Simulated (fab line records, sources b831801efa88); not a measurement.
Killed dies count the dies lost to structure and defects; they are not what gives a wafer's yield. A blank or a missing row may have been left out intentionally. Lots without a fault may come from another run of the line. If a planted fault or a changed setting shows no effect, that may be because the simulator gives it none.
Lot-split experiment + flow sfq line + 5 lots, 23 wafers read, on a route of 325 steps

THE SPLIT ITSELF
At SFQ_TRILAYER_M3_LITHO_PEB_078 (peb time 60 s), the setting peb time s was moved away from the recipe's 60 s on 11 of the 23 wafers read, by -14.3% to +14.1%. For the rest of the wafers, this setting stayed at what the recipe calls for.

FROM THE SPLIT ON TO THE READING: in between, the file shows 1 step
- SFQ_TRILAYER_M3_LITHO_DEVELOP_077: time 60 s

THE READING
M3.cd nm (the simulator's own value, which no gauge read), in nm, at SFQ_TRILAYER_M3_BARC_OPEN_METAL_ETCH_100 (etches BARC in O2, target depth 125 nm, time 41.7 s). There is no usual value for it anywhere in the file. Average 502.6 nm, standard deviation 1.3 nm, over the 12 wafers here run with the recipe.

| wafer  | tool, chamber at the split | peb time s as run, s | against the recipe | M3.cd nm, nm | against lot-mates on the recipe |
|--------|----------------------------|----------------------|--------------------|--------------|---------------------------------|
| L074.2 | litho track-03, 0          | 66.64                | +11.1%             | 488.2        | -13.6                           |
| L074.3 | litho track-03, 0          | 60                   | recipe             | 501.5        | -                               |
| L074.4 | litho track-03, 0          | 66.64                | +11.1%             | 487.2        | -14.6                           |
| L074.5 | litho track-03, 0          | 60                   | recipe             | 502          | -                               |
| L074.6 | litho track-03, 0          | 66.64                | +11.1%             | 486.9        | -14.9                           |
| L075.1 | litho track-03, 0          | 60                   | recipe             | 501.4        | -                               |
| L075.3 | litho track-03, 0          | 60                   | recipe             | 502.3        | -                               |
| L075.4 | litho track-03, 0          | 51.42                | -14.3%             | 526.8        | +24.7                           |
| L075.5 | litho track-03, 0          | 60                   | recipe             | 502.5        | -                               |
| L075.6 | litho track-03, 0          | 51.42                | -14.3%             | 527.1        | +25.0                           |
| L078.1 | litho track-02, 0          | 60                   | recipe             | 502.5        | -                               |
| L078.2 | litho track-02, 0          | 60                   | recipe             | 501.2        | -                               |
| L078.6 | litho track-02, 0          | 60                   | recipe             | 501.4        | -                               |
| L080.1 | litho track-02, 0          | 60                   | recipe             | 503.7        | -                               |
| L080.2 | litho track-02, 0          | 52.41                | -12.7%             | 522.9        | +19.3                           |
| L080.4 | litho track-02, 0          | 52.41                | -12.7%             | 523.5        | +19.9                           |
| L080.5 | litho track-02, 0          | 60                   | recipe             | 503.5        | -                               |
| L080.6 | litho track-02, 0          | 52.41                | -12.7%             | 524          | +20.4                           |
| L084.1 | litho track-03, 0          | 60                   | recipe             | 505.6        | -                               |
| L084.3 | litho track-03, 0          | 68.46                | +14.1%             | 486.6        | -18.2                           |
| L084.4 | litho track-03, 0          | 68.46                | +14.1%             | 487.7        | -17.1                           |
| L084.5 | litho track-03, 0          | 60                   | recipe             | 504          | -                               |
| L084.6 | litho track-03, 0          | 68.46                | +14.1%             | 487.2        | -17.6                           |

FIT RESULTS
A straight line over all 23 wafers: M3.cd nm changes by -1.43 nm for each +1% of peb time s; r = -0.99; the points scatter about the line by 2.2 nm.
The same after taking each lot's own level away (the mean of its wafers on the recipe; 23 wafers): -1.46 nm for each +1%; r = -0.99; scatter 1.5 nm.
According to that fit, moving peb time s by its largest amount changes the reading by 21 nm.
The lots' own levels span 501.70 to 504.80 nm, that is 2.4 times the standard deviation above.
Consequently the slope shifts little with the lot-to-lot level, the two slopes agreeing.
Check: +21.4 nm against its lot-mates is what the line predicts for one of the wafers moved furthest among these (-14.3%) when that wafer is left out of the fit. Against them it came out at +24.7 nm.

FURTHER SPLITS ON THESE WAFERS
These wafers also went through other splits before the reading. Each is held against what the fit with the lots' levels taken away leaves over:
| other split on the same wafers               | wafers away from the commonest value | r with M3.cd nm (lot level and that fit taken away) |
|----------------------------------------------|--------------------------------------|-----------------------------------------------------|
| SFQ_TRILAYER_M2_LITHO_EXPOSE_058 dose mj     | 9                                    | -0.03                                               |
| SFQ_TRILAYER_I2_DEP_PECVD_063 time s         | 9                                    | +0.18                                               |
| SFQ_TRILAYER_I2_VIA_LITHO_EXPOSE_068 dose mj | 5                                    | +0.03                                               |

THE FILE'S OWN FIT
M3.cd nm changes by -1.48 nm for each +1% of peb time s, r = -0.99.
